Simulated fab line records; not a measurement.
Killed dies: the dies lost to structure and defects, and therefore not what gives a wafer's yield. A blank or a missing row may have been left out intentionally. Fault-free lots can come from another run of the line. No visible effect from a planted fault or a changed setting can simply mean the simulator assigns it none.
One fault through the eyes of 2 desks / flow gf180mcu / what lay behind the numbers comes last; until then each desk has only its own

== AT THE METROLOGY DESK ==
Lot by lot, what the gauges showed, no matter which tool ran the lot: averages of those sampled wafers that carry a number. Any lot whose mean is over 4 standard deviations away from the usual mean is out of limits and marked OUT; that distance is given in the brackets.
Columns: A = DUAL_GATE_OXIDATION_00_THK at GF_DUAL_GATE_THK_MEAS_03, usual 10.86 nm; B = cd nm at GF_HV_LDD_CD_MEAS_07, usual 398.5 nm
lot=L539; first seen here=day 7 16:35; A=11.34; B=403.1
lot=L540; first seen here=day 8 00:31; A=10.47; B=401.3
lot=L542; first seen here=day 8 11:49; A=10.63; B=398.8
lot=L544; first seen here=day 9 01:47; A=10.83; B=398.2
lot=L548; first seen here=day 10 18:20; A=10.99; B=398.7
lot=L549; first seen here=day 10 18:20; A=10.77; B=398.3
lot=L550; first seen here=day 11 02:56; A=11.05; B=393.3
lot=L553; first seen here=day 11 16:40; A=12.21 (+6.4) OUT; B=398.7
lot=L554; first seen here=day 11 18:12; A=12.46 (+7.6) OUT; B=398.6
lot=L555; first seen here=day 12 01:58; A=12.10 (+5.9) OUT; B=397.8
lot=L556; first seen here=day 12 08:59; A=10.77; B=397.9
This desk reports L553, L554, L555 out of limits; the earliest was L553 at day 11 16:40 (DUAL_GATE_OXIDATION_00_THK at GF_DUAL_GATE_THK_MEAS_03). Within limits: L539, L540, L542, L544, L548, L549, L550, L556.

== AT THE TOOL OWNER'S DESK: furnace-02 ==
The tool's own readings at GF_DUAL_GATE_OXIDATION_02 (stabilise 600 s, purge 300 s, target thk 10.887 nm): means of the sampled wafers that have a number, for each lot that ran on this tool. Any lot whose mean is over 4 standard deviations away from the usual mean is out of limits and marked OUT; that distance is given in the brackets.
Columns: A = spike tc bottom C at GF_DUAL_GATE_OXIDATION_02, usual 916.7 C; B = spike tc centre C at GF_DUAL_GATE_OXIDATION_02, usual 900.2 C; C = spike tc lower C at GF_DUAL_GATE_OXIDATION_02, usual 900.7 C; D = spike tc top C at GF_DUAL_GATE_OXIDATION_02, usual 906.9 C; E = spike tc upper C at GF_DUAL_GATE_OXIDATION_02, usual 899.9 C; F = zone power upper pct at GF_DUAL_GATE_OXIDATION_02, usual 18.00 %
lot=L540; first seen here=day 7 23:05; A=915.6; B=900.8; C=900.7; D=906.6; E=900.3; F=17.70
lot=L542; first seen here=day 8 10:22; A=915.9; B=901.0; C=900.1; D=905.2; E=899.5; F=17.98
lot=L548; first seen here=day 10 16:53; A=915.8; B=900.0; C=900.1; D=906.8; E=899.2; F=18.04
lot=L549; first seen here=day 10 16:53; A=917.1; B=900.5; C=900.8; D=907.0; E=900.9; F=18.04
lot=L550; first seen here=day 11 01:28; A=916.5; B=900.3; C=899.4; D=907.2; E=900.0; F=18.10
lot=L553; first seen here=day 11 15:12; A=927.1 (+8.0) OUT; B=911.5 (+9.4) OUT; C=911.1 (+8.7) OUT; D=917.1 (+8.5) OUT; E=911.9 (+11) OUT; F=18.47
lot=L554; first seen here=day 11 16:45; A=926.3 (+7.4) OUT; B=911.8 (+9.7) OUT; C=913.0 (+10) OUT; D=917.8 (+9.1) OUT; E=911.7 (+11) OUT; F=18.63
lot=L555; first seen here=day 12 00:30; A=928.4 (+9.0) OUT; B=912.1 (+9.9) OUT; C=911.6 (+9.1) OUT; D=919.1 (+10) OUT; E=911.2 (+10) OUT; F=18.58
This desk's finding: out of limits on L553, L554, L555; first on L553, day 11 15:12 (spike tc bottom C at GF_DUAL_GATE_OXIDATION_02). Within limits: L540, L542, L548, L549, L550.

== TAKEN TOGETHER ==
An alarm could have come from the tool owner's desk at day 11 15:12, on L553, L554, L555.
The metrology desk could have raised an alarm at day 11 16:40, on L553, L554, L555.
Of the lots named, all ran GF_DUAL_GATE_OXIDATION_02 on furnace-02.

== WHAT THE SIMULATOR HAD PUT IN ==
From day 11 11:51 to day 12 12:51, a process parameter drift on furnace-02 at GF_DUAL_GATE_OXIDATION_02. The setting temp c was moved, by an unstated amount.
Lots struck among those shown: L553, L554, L555.
Delay (hours) between the fault's onset and each desk's first out-of-limits reading: 3 at the tool owner's desk, 5 at the metrology desk.
